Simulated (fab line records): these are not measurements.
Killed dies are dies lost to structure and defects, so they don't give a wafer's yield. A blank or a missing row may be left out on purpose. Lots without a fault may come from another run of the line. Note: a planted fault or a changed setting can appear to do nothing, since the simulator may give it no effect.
Which tool was responsible?	flow gf180mcu	Sampling: 6 lots, 18 wafers, 2 of 602 route steps

== WHAT THE GAUGES READ, wafer by wafer ==
GF_VT_IMPLANT_OVL_MEAS_07.
lot	measured	on	VT_IMPLANT_OVL (nm)
L777	day 6 05:35	overlay-01	0.6 2.2 0.5
L780	day 6 22:01	overlay-02	3.3 2.6 2.2
L785	day 8 04:57	overlay-02	-1.6 -1.5 -3.6
L793	day 10 10:58	overlay-02	2.1 1.6 2.0
L794	day 10 17:16	overlay-02	-1.2 -0.4 0.7
L797	day 11 10:45	overlay-01	-1.6 0.5 -1.7

== TOOL THAT RAN EACH LOT (tool first, then ch and the chambers of the sampled wafers, then the start) ==
lot	GF_VT_IMPLANT_EXPOSE_04
L777	iline-stepper-01 ch 0, day 5 22:47
L780	iline-stepper-01 ch 0, day 6 14:25
L785	iline-stepper-01 ch 0, day 7 21:01
L793	iline-stepper-02 ch 0, day 10 02:32
L794	iline-stepper-02 ch 0, day 10 08:32
L797	iline-stepper-02 ch 0, day 11 01:39
- GF_VT_IMPLANT_EXPOSE_04: exposes mask LVPWELL LV AREA, target cd 600 nm.

== THE ANSWER, worked out from the rows above alone ==
Rule: the lots themselves supply what counts as usual. Put in order of their means at a reading, lots are off if they are a third of the lots or fewer, leave a main group of 4 or more, and stand apart from it by a gap of 3 or more times the standard deviation of the main group's means; of several such gaps the widest counts. Not used: any main group whose means are identical at the precision the tables above print for the reading. Also off: a lot with no number at a reading for which 4 or more lots have one. Any other lot the step has rows for is counted as sound.
Across all readings shown, no lot is off: no conclusion can be drawn from this.

== WHAT THE SIMULATOR HAD INSERTED ==
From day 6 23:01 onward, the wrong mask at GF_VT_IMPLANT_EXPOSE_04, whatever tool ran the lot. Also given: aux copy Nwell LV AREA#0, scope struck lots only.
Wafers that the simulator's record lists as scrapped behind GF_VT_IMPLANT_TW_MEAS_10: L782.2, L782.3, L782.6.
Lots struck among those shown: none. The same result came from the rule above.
